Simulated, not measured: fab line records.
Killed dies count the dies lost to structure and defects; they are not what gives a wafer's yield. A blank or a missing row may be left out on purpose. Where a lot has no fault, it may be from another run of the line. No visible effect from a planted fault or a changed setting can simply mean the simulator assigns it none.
fab line records + flow sky130
[record]
- lots = 5
- wafers = 15
- lastDay = 50
route steps=708 shown CONTACT@410
lots with no fault: from the same line, run without faults
startH: hours from the record's first day to the start of the lot's first wafer shown + waitH: time in hours since the lot's previous step + " as in the row above + L1.1+2: a single row standing in for several wafers + - either no value or no given start + * or withheld: withheld + < > ~ a bound
route shown NAME@n: NAME is a module with steps in the file, n the number in the route of the first one + usual: mean and standard deviation over wafers with no fault + same: alike in all rows + chamber/n: place in a boat + sites: each site's reading + _std_site: the standard deviation of these + _edge_site: inner sites' mean taken away from outer sites' mean + radiusMm: for every site, how far away it sits from the centre of the wafer + mask NAME#n: copy n + behind: the tool/chamber that last shaped the wafer + hold: reason for holding the lot/hours on hold/outcome of the hold + device: transistor that didn't switch, given as n, p or np + end of line: the route-end tests of the same wafers + for a step that has no rows: nothing shown but its recipe + killed: the dies lost at the first sort to structure and to defects; this is not the yield of the wafer + map: dies across one wafer; x = killed, . = not, _ = none there
set.NAME: the run value of the setting; set.NAME@STEP: its run value at that earlier step + model.NAME: the simulator's own value behind a step, which no gauge read
lots at some steps of the route; a table a step, a row a wafer
services: when a tool's chamber went out of use (startH, in hours from the record's first day, below 0 if earlier), for how many hours, and the reason
[[steps]]
[step SKY_CONTACT_CMP_04]
[recipe]
- material = SiO2
- downForcePsi = 4
- platenRpm = 60
- padVelocityMS = 0.94248
[usual]
- edgeZonePressureFrac = 1.001/0.0051
- motorCurrentA = 13.0/2.1
- slurryFilterDpKPa = 13.50/0.12
- timeToEndpointS = 82/3.3
| lot.wafer | tool   | chamber | startH | waitH | edgeZonePressureFrac | motorCurrentA | slurryFilterDpKPa | timeToEndpointS |
|-----------|--------|---------|--------|-------|----------------------|---------------|-------------------|-----------------|
| L074.3    | cmp-02 | 1       | 689.22 | 0.2   | 1.001                | 11.0          | 13.34             | 83              |
| L074.6    | "      | 2       | "      | "     | 1.006                | 15.6          | 13.51             | 78              |
| L074.5    | "      | 3       | "      | "     | 1.000                | 12.7          | 13.55             | 81              |
| L078.4    | cmp-01 | 0       | 738.30 | 0.0   | 1.005                | 9.9           | 13.43             | 83              |
| L078.1    | "      | 3       | "      | "     | 1.001                | 12.6          | 13.54             | 81              |
| L078.6    | "      | 1       | "      | "     | 0.993                | 9.9           | 13.45             | 84              |
| L079.3    | cmp-02 | 0       | 762.72 | 0.0   | 1.001                | 13.6          | 13.46             | 76              |
| L079.2    | "      | 1       | "      | "     | 0.988                | 10.8          | 13.37             | 80              |
| L079.6    | "      | 0       | "      | "     | 1.005                | 13.9          | 13.28             | 78              |
| L090.2    | cmp-01 | 0       | 837.15 | 0.4   | 0.998                | 10.3          | 13.54             | 83              |
| L090.1    | "      | 1       | "      | "     | 0.999                | 10.8          | 13.66             | 83              |
| L090.6    | "      | 2       | "      | "     | 1.005                | 16.6          | 13.58             | 89              |
| L096.4    | cmp-01 | 3       | 874.01 | 0.1   | 1.010                | 12.5          | 13.39             | 83              |
| L096.2    | "      | 1       | "      | "     | 0.994                | 10.9          | 13.47             | 83              |
| L096.6    | "      | 3       | "      | "     | 1.000                | 12.3          | 13.51             | 81              |
[step SKY_CONTACT_BOW_MEAS_05]
[recipe]
- mode = bow
[usual]
- CONTACT_BOW = 83/7.8
| lot.wafer | tool         | chamber | startH | waitH | CONTACT_BOW[um] |
|-----------|--------------|---------|--------|-------|-----------------|
| L074.3    | filmMetro-03 | -       | 689.41 | 0.1   | 85              |
| L074.5    | "            | -       | "      | "     | 91              |
| L074.6    | "            | -       | "      | "     | 80              |
| L078.1    | filmMetro-02 | -       | 738.62 | 0.1   | 88              |
| L078.4    | "            | -       | "      | "     | 97              |
| L078.6    | "            | -       | "      | "     | 80              |
| L079.2    | filmMetro-02 | -       | 763.04 | 0.2   | 80              |
| L079.3    | "            | -       | "      | "     | 72              |
| L079.6    | "            | -       | "      | "     | 84              |
| L090.1    | filmMetro-04 | -       | 837.35 | 0.1   | 87              |
| L090.2    | "            | -       | "      | "     | 88              |
| L090.6    | "            | -       | "      | "     | 78              |
| L096.2    | filmMetro-03 | -       | 874.28 | 0.1   | 79              |
| L096.4    | "            | -       | "      | "     | 75              |
| L096.6    | "            | -       | "      | "     | 86              |
[step SKY_CONTACT_DEHYDRATE_06]
[recipe]
- tempC = 200
- timeS = 60
[usual]
- chillPlateTempC = 22.99/0.095
- heaterPowerTotalW = 160.36/0.12
- plateTempC = 200.01/0.18
- resistLineTempC = 23.01/0.12
[same]
- timeS = 60
| lot.wafer | tool          | chamber | startH | waitH | chillPlateTempC | heaterPowerTotalW | plateTempC | resistLineTempC |
|-----------|---------------|---------|--------|-------|-----------------|-------------------|------------|-----------------|
| L074.3    | lithoTrack-01 | 0       | 702.93 | 13.5  | 22.89           | 160.29            | 200.03     | 23.05           |
| L074.5    | "             | 0       | "      | "     | 23.06           | 160.43            | 199.69     | 22.96           |
| L074.6    | "             | 0       | "      | "     | 22.81           | 160.32            | 199.96     | 23.11           |
| L078.1    | lithoTrack-01 | 0       | 751.83 | 13.2  | 22.83           | 160.31            | 200.12     | 22.92           |
| L078.4    | "             | 0       | "      | "     | 22.97           | 160.43            | 199.84     | 23.09           |
| L078.6    | "             | 0       | "      | "     | 22.85           | 160.58            | 199.99     | 23.12           |
| L079.2    | lithoTrack-04 | 0       | 775.86 | 12.8  | 23.00           | 160.27            | 200.11     | 23.21           |
| L079.3    | "             | 0       | "      | "     | 23.03           | 160.15            | 200.17     | 23.25           |
| L079.6    | "             | 0       | "      | "     | 23.14           | 160.35            | 200.37     | 23.11           |
| L090.1    | lithoTrack-04 | 0       | 849.58 | 12.2  | 23.17           | 160.39            | 199.72     | 22.90           |
| L090.2    | "             | 0       | "      | "     | 23.03           | 160.53            | 199.86     | 23.00           |
| L090.6    | "             | 0       | "      | "     | 23.06           | 160.39            | 199.80     | 22.76           |
| L096.2    | lithoTrack-04 | 0       | 886.71 | 12.4  | 22.99           | 160.38            | 200.16     | 23.15           |
| L096.4    | "             | 0       | "      | "     | 23.12           | 160.35            | 200.25     | 23.15           |
| L096.6    | "             | 0       | "      | "     | 22.98           | 160.34            | 200.21     | 23.17           |
[step SKY_CONTACT_HMDS_07]
[recipe]
- primeTimeS = 60
- primeTempC = 120
[usual]
- chillPlateTempC = 22.98/0.1
- resistLineTempC = 23.03/0.11
| lot.wafer | tool          | chamber | startH | waitH | chillPlateTempC | resistLineTempC |
|-----------|---------------|---------|--------|-------|-----------------|-----------------|
| L074.3    | lithoTrack-01 | 0       | 703.08 | 0.1   | 22.85           | 22.96           |
| L074.5    | "             | 0       | "      | "     | 23.06           | 23.01           |
| L074.6    | "             | 0       | "      | "     | 22.92           | 22.86           |
| L078.1    | lithoTrack-01 | 0       | 751.98 | 0.1   | 22.80           | 23.11           |
| L078.4    | "             | 0       | "      | "     | 23.01           | 23.02           |
| L078.6    | "             | 0       | "      | "     | 22.84           | 23.04           |
| L079.2    | lithoTrack-04 | 0       | 776.01 | 0.1   | 23.14           | 22.95           |
| L079.3    | "             | 0       | "      | "     | 22.98           | 23.08           |
| L079.6    | "             | 0       | "      | "     | 23.08           | 22.91           |
| L090.1    | lithoTrack-04 | 0       | 849.73 | 0.1   | 22.97           | 23.08           |
| L090.2    | "             | 0       | "      | "     | 23.02           | 23.02           |
| L090.6    | "             | 0       | "      | "     | 22.97           | 23.01           |
| L096.2    | lithoTrack-04 | 0       | 886.86 | 0.1   | 23.10           | 23.06           |
| L096.4    | "             | 0       | "      | "     | 22.93           | 23.13           |
| L096.6    | "             | 0       | "      | "     | 23.03           | 23.03           |
[step SKY_CONTACT_COAT_08]
[recipe]
- resist = BARC
- tempC = withheld
- timeS = withheld
- spinRpm = 3000
- resistThkNm = 60
[usual]
- chillPlateTempC = *
- resistLineTempC = *
| lot.wafer | tool          | chamber | startH | waitH | chillPlateTempC | resistLineTempC |
|-----------|---------------|---------|--------|-------|-----------------|-----------------|
| L074.3    | lithoTrack-01 | 0       | 703.23 | 0.1   | *               | *               |
| L074.5    | "             | 0       | "      | "     | *               | *               |
| L074.6    | "             | 0       | "      | "     | *               | *               |
| L078.1    | lithoTrack-01 | 0       | 752.13 | 0.1   | *               | *               |
| L078.4    | "             | 0       | "      | "     | *               | *               |
| L078.6    | "             | 0       | "      | "     | *               | *               |
| L079.2    | lithoTrack-04 | 0       | 776.16 | 0.1   | *               | *               |
| L079.3    | "             | 0       | "      | "     | *               | *               |
| L079.6    | "             | 0       | "      | "     | *               | *               |
| L090.1    | lithoTrack-04 | 0       | 849.88 | 0.1   | *               | *               |
| L090.2    | "             | 0       | "      | "     | *               | *               |
| L090.6    | "             | 0       | "      | "     | *               | *               |
| L096.2    | lithoTrack-04 | 0       | 887.01 | 0.1   | *               | *               |
| L096.4    | "             | 0       | "      | "     | *               | *               |
| L096.6    | "             | 0       | "      | "     | *               | *               |
[step SKY_CONTACT_COAT_09]
[recipe]
- resist = KrF-thick
- spinRpm = 3000
- resistThkNm = 450
[usual]
- chillPlateTempC = 23.00/0.12
- resistLineTempC = 23.00/0.11
| lot.wafer | tool          | chamber | startH | waitH | chillPlateTempC | resistLineTempC |
|-----------|---------------|---------|--------|-------|-----------------|-----------------|
| L074.3    | lithoTrack-01 | 0       | -      | -     | 22.91           | 22.78           |
| L074.5    | "             | 0       | "      | "     | 22.96           | 22.95           |
| L074.6    | "             | 0       | "      | "     | 22.97           | 22.91           |
| L078.1    | lithoTrack-01 | 0       | -      | -     | 23.25           | 22.95           |
| L078.4    | "             | 0       | "      | "     | 23.12           | 22.96           |
| L078.6    | "             | 0       | "      | "     | 23.10           | 22.97           |
| L079.2    | lithoTrack-04 | 0       | -      | -     | 22.77           | 23.06           |
| L079.3    | "             | 0       | "      | "     | 23.20           | 23.11           |
| L079.6    | "             | 0       | "      | "     | 23.01           | 23.06           |
| L090.1    | lithoTrack-04 | 0       | -      | -     | 23.22           | 22.99           |
| L090.2    | "             | 0       | "      | "     | 23.01           | 22.89           |
| L090.6    | "             | 0       | "      | "     | 23.17           | 22.98           |
| L096.2    | lithoTrack-04 | 0       | -      | -     | 23.02           | 22.89           |
| L096.4    | "             | 0       | "      | "     | 22.92           | 22.84           |
| L096.6    | "             | 0       | "      | "     | 22.97           | 22.96           |
[step SKY_CONTACT_SOFTBAKE_10]
[recipe]
- tempC = 100
- timeS = 90
- resist = KrF-thick
[usual]
- chillPlateTempC = 23.02/0.11
- heaterPowerTotalW = 57.35/0.11
- plateTempC = 100.05/0.13
- resistLineTempC = 23.01/0.11
[same]
- timeS = 90
| lot.wafer | tool          | chamber | startH | waitH | chillPlateTempC | heaterPowerTotalW | plateTempC | resistLineTempC |
|-----------|---------------|---------|--------|-------|-----------------|-------------------|------------|-----------------|
| L074.3    | lithoTrack-01 | 0       | -      | -     | 23.01           | 57.34             | 99.76      | 22.92           |
| L074.5    | "             | 0       | "      | "     | 23.08           | 57.43             | 100.02     | 22.95           |
| L074.6    | "             | 0       | "      | "     | 22.98           | 57.23             | 99.82      | 23.13           |
| L078.1    | lithoTrack-01 | 0       | -      | -     | 23.01           | 57.46             | 100.26     | 22.90           |
| L078.4    | "             | 0       | "      | "     | 23.10           | 57.49             | 100.04     | 22.95           |
| L078.6    | "             | 0       | "      | "     | 22.98           | 57.26             | 100.10     | 22.77           |
| L079.2    | lithoTrack-04 | 0       | -      | -     | 23.02           | 57.13             | 99.93      | 23.05           |
| L079.3    | "             | 0       | "      | "     | 22.98           | 57.42             | 100.04     | 23.14           |
| L079.6    | "             | 0       | "      | "     | 22.97           | 57.53             | 99.97      | 23.02           |
| L090.1    | lithoTrack-04 | 0       | -      | -     | 22.86           | 57.28             | 100.25     | 22.84           |
| L090.2    | "             | 0       | "      | "     | 22.92           | 57.34             | 100.10     | 22.91           |
| L090.6    | "             | 0       | "      | "     | 22.94           | 57.39             | 100.19     | 22.78           |
| L096.2    | lithoTrack-04 | 0       | -      | -     | 23.17           | 57.47             | 100.04     | 22.99           |
| L096.4    | "             | 0       | "      | "     | 23.09           | 57.12             | 100.22     | 22.89           |
| L096.6    | "             | 0       | "      | "     | 23.09           | 57.34             | 99.98      | 22.82           |
[step SKY_CONTACT_EXPOSE_11]
[recipe]
- maskId = CTM1
- na = 0.8
- sourceShape = annular
- sigmaInner = 0.55
- sigmaOuter = 0.85
- targetCdNm = 170
- doseMj = 38
[usual]
- exposureDoseMJCm2 = 38.00/0.12
- focusOffsetNm = 0.0/0.47
[same]
- sigmaInner = 0.55
| lot.wafer | tool          | chamber | startH | waitH | mask   | exposureDoseMJCm2 | focusOffsetNm |
|-----------|---------------|---------|--------|-------|--------|-------------------|---------------|
| L074.3    | krfScanner-01 | 0       | -      | -     | CTM1#0 | 38.18             | -0.2          |
| L074.5    | "             | 0       | "      | "     | CTM1#0 | 38.12             | 0.3           |
| L074.6    | "             | 0       | "      | "     | CTM1#0 | 38.15             | -0.1          |
| L078.1    | krfScanner-02 | 0       | -      | -     | CTM1#0 | 37.86             | -0.3          |
| L078.4    | "             | 0       | "      | "     | CTM1#0 | 37.95             | -0.3          |
| L078.6    | "             | 0       | "      | "     | CTM1#0 | 37.88             | -0.5          |
| L079.2    | krfScanner-01 | 0       | -      | -     | CTM1#0 | 38.18             | -0.2          |
| L079.3    | "             | 0       | "      | "     | CTM1#0 | 38.13             | 0.3           |
| L079.6    | "             | 0       | "      | "     | CTM1#0 | 38.20             | -0.5          |
| L090.1    | krfScanner-02 | 0       | -      | -     | CTM1#0 | 37.93             | 0.7           |
| L090.2    | "             | 0       | "      | "     | CTM1#0 | 37.88             | 0.1           |
| L090.6    | "             | 0       | "      | "     | CTM1#0 | 37.90             | 0.0           |
| L096.2    | krfScanner-01 | 0       | -      | -     | CTM1#0 | 38.18             | -0.2          |
| L096.4    | "             | 0       | "      | "     | CTM1#0 | 38.14             | 0.5           |
| L096.6    | "             | 0       | "      | "     | CTM1#0 | 38.15             | -0.2          |
[step SKY_CONTACT_PEB_12]
[recipe]
- pebTempC = withheld
- pebTimeS = withheld
- resist = KrF-thick
[usual]
- chillPlateTempC = *
- resistLineTempC = *
| lot.wafer | tool          | chamber | startH | waitH | chillPlateTempC | resistLineTempC |
|-----------|---------------|---------|--------|-------|-----------------|-----------------|
| L074.3    | lithoTrack-01 | 0       | -      | -     | *               | *               |
| L074.5    | "             | 0       | "      | "     | *               | *               |
| L074.6    | "             | 0       | "      | "     | *               | *               |
| L078.1    | lithoTrack-01 | 0       | -      | -     | *               | *               |
| L078.4    | "             | 0       | "      | "     | *               | *               |
| L078.6    | "             | 0       | "      | "     | *               | *               |
| L079.2    | lithoTrack-01 | 0       | -      | -     | *               | *               |
| L079.3    | "             | 0       | "      | "     | *               | *               |
| L079.6    | "             | 0       | "      | "     | *               | *               |
| L090.1    | lithoTrack-04 | 0       | -      | -     | *               | *               |
| L090.2    | "             | 0       | "      | "     | *               | *               |
| L090.6    | "             | 0       | "      | "     | *               | *               |
| L096.2    | lithoTrack-01 | 0       | -      | -     | *               | *               |
| L096.4    | "             | 0       | "      | "     | *               | *               |
| L096.6    | "             | 0       | "      | "     | *               | *               |
[step SKY_CONTACT_DEVELOP_13]
[recipe]
- developTimeS = 60
- resist = KrF-thick
- devTempC = 21
[usual]
- chillPlateTempC = 23.01/0.1
- resistLineTempC = 22.98/0.1
| lot.wafer | tool          | chamber | startH | waitH | chillPlateTempC | resistLineTempC |
|-----------|---------------|---------|--------|-------|-----------------|-----------------|
| L074.3    | lithoTrack-01 | 0       | -      | -     | 23.12           | 22.90           |
| L074.5    | "             | 0       | "      | "     | 23.09           | 22.85           |
| L074.6    | "             | 0       | "      | "     | 23.03           | 22.89           |
| L078.1    | lithoTrack-01 | 0       | -      | -     | 23.12           | 22.81           |
| L078.4    | "             | 0       | "      | "     | 23.02           | 22.88           |
| L078.6    | "             | 0       | "      | "     | 22.98           | 22.83           |
| L079.2    | lithoTrack-01 | 0       | -      | -     | 23.00           | 23.08           |
| L079.3    | "             | 0       | "      | "     | 23.06           | 23.03           |
| L079.6    | "             | 0       | "      | "     | 22.98           | 22.99           |
| L090.1    | lithoTrack-04 | 0       | -      | -     | 23.13           | 23.06           |
| L090.2    | "             | 0       | "      | "     | 23.17           | 23.10           |
| L090.6    | "             | 0       | "      | "     | 23.16           | 23.02           |
| L096.2    | lithoTrack-01 | 0       | -      | -     | 22.99           | 23.08           |
| L096.4    | "             | 0       | "      | "     | 23.06           | 22.98           |
| L096.6    | "             | 0       | "      | "     | 23.05           | 23.08           |
[step SKY_CONTACT_CD_MEAS_14]
[recipe]
- targetCdNm = 170
[usual]
- cdNm = 170.0/1.5
| lot.wafer | tool     | chamber | startH | waitH | cdNm  |
|-----------|----------|---------|--------|-------|-------|
| L074.3    | cdSem-02 | -       | 717.37 | -     | 166.0 |
| L074.5    | "        | -       | "      | "     | 167.1 |
| L074.6    | "        | -       | "      | "     | 167.8 |
| L078.1    | cdSem-01 | -       | 766.58 | -     | 170.4 |
| L078.4    | "        | -       | "      | "     | 171.7 |
| L078.6    | "        | -       | "      | "     | 170.9 |
| L079.2    | cdSem-01 | -       | 789.85 | -     | 168.5 |
| L079.3    | "        | -       | "      | "     | 169.0 |
| L079.6    | "        | -       | "      | "     | 168.4 |
| L090.1    | cdSem-01 | -       | 863.58 | -     | 171.6 |
| L090.2    | "        | -       | "      | "     | 170.5 |
| L090.6    | "        | -       | "      | "     | 170.9 |
| L096.2    | cdSem-01 | -       | 899.35 | -     | 172.4 |
| L096.4    | "        | -       | "      | "     | 171.2 |
| L096.6    | "        | -       | "      | "     | 172.6 |
[step SKY_CONTACT_OVL_MEAS_15]
[usual]
- CONTACT_OVL = 2/4.8
| lot.wafer | tool       | chamber | startH | waitH | CONTACT_OVL[nm] |
|-----------|------------|---------|--------|-------|-----------------|
| L074.3    | overlay-01 | -       | 717.46 | 0.1   | 4               |
| L074.5    | "          | -       | "      | "     | 1               |
| L074.6    | "          | -       | "      | "     | -4              |
| L078.1    | overlay-01 | -       | 766.70 | 0.1   | 9               |
| L078.4    | "          | -       | "      | "     | 7               |
| L078.6    | "          | -       | "      | "     | 12              |
| L079.2    | overlay-01 | -       | 789.95 | 0.1   | 11              |
| L079.3    | "          | -       | "      | "     | -12             |
| L079.6    | "          | -       | "      | "     | 2               |
| L090.1    | overlay-02 | -       | 863.70 | 0.1   | 4               |
| L090.2    | "          | -       | "      | "     | 0               |
| L090.6    | "          | -       | "      | "     | 5               |
| L096.2    | overlay-01 | -       | 899.46 | 0.1   | 2               |
| L096.4    | "          | -       | "      | "     | 8               |
| L096.6    | "          | -       | "      | "     | 4               |
[step SKY_CONTACT_ETCH_16]
[recipe]
- chemistry = N2/H2
- target = BARC
- ionEnergyEv = 200
- sourceW = 500
- biasW = 100
- pressureMtorr = 30
- n2FlowSccm = 100
- h2FlowSccm = 200
- stopOn = SiO2
- timeS = 45.9
- targetDepthA = 600
[usual]
- drypumpMotorCurrentA = 5.7/0.45
- oesProductAu = 0.854/0.0049
- throttleValvePct = 13.223/0.0098
[same]
- timeS = 45.9
| lot.wafer | tool       | chamber | startH | waitH | drypumpMotorCurrentA | oesProductAu | rfHoursCounterH | throttleValvePct |
|-----------|------------|---------|--------|-------|----------------------|--------------|-----------------|------------------|
| L074.3    | rieDiel-03 | 2       | 717.48 | 0.0   | 5.7                  | 0.852        | 5               | 13.226           |
| L074.5    | "          | 0       | "      | "     | 5.5                  | 0.856        | -               | 13.236           |
| L074.6    | "          | 3       | "      | "     | 6.2                  | 0.852        | -               | 13.203           |
| L078.1    | rieDiel-03 | 1       | 766.73 | 0.0   | 5.8                  | 0.864        | 7               | 13.217           |
| L078.4    | "          | 0       | "      | "     | 5.6                  | 0.853        | 33              | 13.228           |
| L078.6    | "          | 1       | "      | "     | 5.8                  | 0.858        | -               | 13.239           |
| L079.2    | rieDiel-04 | 3       | 789.98 | 0.0   | 5.5                  | 0.854        | 5               | 13.223           |
| L079.3    | "          | 0       | "      | "     | 6.3                  | 0.856        | 7               | 13.226           |
| L079.6    | "          | 2       | "      | "     | 5.9                  | 0.859        | -               | 13.207           |
| L090.1    | rieDiel-02 | 1       | 863.74 | 0.0   | 4.9                  | 0.857        | 17              | 13.230           |
| L090.2    | "          | 3       | "      | "     | 5.6                  | 0.848        | 12              | 13.225           |
| L090.6    | "          | 0       | "      | "     | 4.8                  | 0.849        | -               | 13.244           |
| L096.2    | rieDiel-04 | 2       | 899.49 | 0.0   | 5.9                  | 0.855        | 18              | 13.224           |
| L096.4    | "          | 1       | "      | "     | 5.7                  | 0.853        | -               | 13.239           |
| L096.6    | "          | 0       | "      | "     | 6.3                  | 0.848        | -               | 13.201           |
[[services]]
| tool          | chamber | startH | hours | kind   |
|---------------|---------|--------|-------|--------|
| krfScanner-02 | -       | 666.12 | 1.3   | pm     |
| rieDiel-03    | -       | 668.61 | 0.7   | repair |
| krfScanner-02 | -       | 685.46 | 0.8   | pm     |
| krfScanner-02 | -       | 688.79 | 1.0   | pm     |
| krfScanner-02 | -       | 718.37 | 1.3   | repair |
| cmp-01        | -       | 730.36 | 4.1   | pm     |
| krfScanner-01 | -       | 735.25 | 0.8   | pm     |
| krfScanner-01 | -       | 738.28 | 1.0   | pm     |
| cmp-02        | -       | 744.00 | 4.0   | pm     |
| cmp-01        | -       | 768.11 | 5.6   | pm     |
| krfScanner-01 | -       | 774.68 | 1.3   | pm     |
| cmp-01        | -       | 779.00 | 8.9   | pm     |
| cmp-01        | -       | 790.10 | 0.9   | repair |
| rieDiel-04    | 3       | 798.37 | 5.8   | repair |
| cmp-01        | -       | 803.22 | 0.5   | repair |
| krfScanner-02 | -       | 810.40 | 5.1   | repair |
| rieDiel-04    | 1       | 814.28 | 2.7   | repair |
| krfScanner-01 | -       | 818.73 | 10.2  | repair |
| rieDiel-04    | -       | 828.50 | 0.4   | repair |
| krfScanner-02 | -       | 828.93 | 3.6   | pm     |
| cmp-02        | -       | 834.17 | 6.7   | pm     |
| krfScanner-02 | -       | 835.60 | 4.4   | pm     |
| rieDiel-03    | -       | 837.99 | 0.5   | repair |
| krfScanner-02 | -       | 842.02 | 1.3   | pm     |
[[key]]
fault none
